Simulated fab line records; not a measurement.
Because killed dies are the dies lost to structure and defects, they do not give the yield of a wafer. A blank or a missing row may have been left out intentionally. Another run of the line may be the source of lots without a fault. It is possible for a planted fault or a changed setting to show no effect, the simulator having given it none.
Code-filled problem report in 8D (eight disciplines) form | flow sky130 | the parts of the form that need people (team, actions taken, sign-off) are left out

== 1. WHAT WENT WRONG ==
Mean NWELL_OXIDATION_THK at SKY_NWELL_THK_MEAS_02: 12.14 nm over 6 wafers in 2 lots; fault-free wafers: 9.93 nm, standard deviation 0.16. Relative to the usual mean, that is a shift of +14 standard deviations.
First seen on wafer L739.1, day 3 05:31, on film_metro-04. Wafers with a number at this step in the record: 36, from 12 lots. By rule, "out" or "out of limits" means more than 4 standard deviations away from the usual mean. The other wafers with a number count as sound.

== 2. WHAT IT IS AND WHAT IT IS NOT ==
question                    | is                     | is not
which readings at this step | NWELL_OXIDATION_THK    | -
which lots                  | L739, L745             | L736, L738, L740, L741, L744, L748, L756, L757, L758, L759
which wafers of those lots  | all that have a number | -
read on which gauges        | film_metro-04          | film_metro-02, film_metro-03
when                        | from day 3 05:31       | up to then (6 sound wafers); but 24 sound wafers of L740, L741, L744, L748, L756, L757, L758, L759 came after

== 3. THE SUSPECTS, EACH WITH WHAT RULES IT OUT ==
Counting: a tool at a process step up to the reading stays a suspect if it ran every lot that is out and no sound lot after the first of them.
- the gauge at SKY_NWELL_THK_MEAS_02: ruled out. All the wafers that are out were read on film_metro-04, but those of them that SKY_NWELL_OXIDATION_01 has rows for are out there too, on other tools.
- cmp-02 at SKY_FIELD_ISO_CMP_27 (polishes, stops on Si3N4, t overpolish 16 s, target thk 457.8 nm): ruled out as a lasting fault. Following L739 (day 3 02:37), the first lot on it that is out, the sound lots L741, L744, L748, L757, L759 were run on it.
- furnace-01 at SKY_NWELL_OXIDATION_01 (stabilise 600 s, purge 300 s, target thk 10 nm): ruled out as a lasting fault. Following L739 (day 3 04:07), the first lot on it that is out, the sound lots L756 were run on it.
Left after counting: nothing in the record.

== 4. THE CAUSE (what the simulator had put in) ==
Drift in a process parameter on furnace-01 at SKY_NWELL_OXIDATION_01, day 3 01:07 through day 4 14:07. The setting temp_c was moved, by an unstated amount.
The count ruled it out by mistake, since the rule takes a fault to strike every lot its tool runs from the start of the fault on, and this one did not do so.

== 5. SEQUENCE OF EFFECTS, ordered by route ==
One row per reading whose mean, taken over the struck wafers that have a number, lies over 3 standard deviations from the usual. Only readings for which the record gives a usual standard deviation are gone through. hours: the time from each lot's start at the first step in this table that gives one to its start at this step, as a median over the lots. sigmas: the change in usual standard deviations.
hours | step                   | reading                | usual   | on struck wafers | change | sigmas
0     | SKY_NWELL_OXIDATION_01 | spike_tc_bottom_C      | 917.2 C | 934.0            | +16.8  | +7.6
0     | SKY_NWELL_OXIDATION_01 | spike_tc_centre_C      | 899.9 C | 916.6            | +16.8  | +8.8
0     | SKY_NWELL_OXIDATION_01 | spike_tc_lower_C       | 901.2 C | 919.6            | +18.4  | +19
0     | SKY_NWELL_OXIDATION_01 | spike_tc_top_C         | 911.9 C | 929.3            | +17.4  | +11
0     | SKY_NWELL_OXIDATION_01 | spike_tc_upper_C       | 900.7 C | 920.3            | +19.6  | +15
0     | SKY_NWELL_OXIDATION_01 | tube_center_temp_C     | 900 C   | 919              | +19    | +99 or more
0     | SKY_NWELL_OXIDATION_01 | tube_center_temp_C_max | 902.3   | 921.1            | +18.8  | +52
1     | SKY_NWELL_THK_MEAS_02  | NWELL_OXIDATION_THK    | 9.93 nm | 12.14            | +2.21  | +14
It contains these process steps:
- SKY_NWELL_OXIDATION_01: stabilise 600 s, purge 300 s, target thk 10 nm.
Later measuring or inspecting steps at which every struck wafer that the step has a row for has a number for every such reading, and none has moved that far: SKY_NWELL_OVL_MEAS_10, SKY_SONOS_TUNNEL_CD_MEAS_07.

== 6. HOW IT WOULD HAVE BEEN CAUGHT EARLIER ==
The first out-of-limits reading at a measuring or inspecting step in this record came at day 3 05:31, 4 hours after the fault's start at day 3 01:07.
Tool's own readings at SKY_NWELL_OXIDATION_01, spike_tc_bottom_C, spike_tc_centre_C, spike_tc_lower_C, spike_tc_top_C, spike_tc_upper_C, tube_center_temp_C, tube_center_temp_C_max: out on all struck wafers the step has rows for; an alarm limit on them would have tripped on the first.
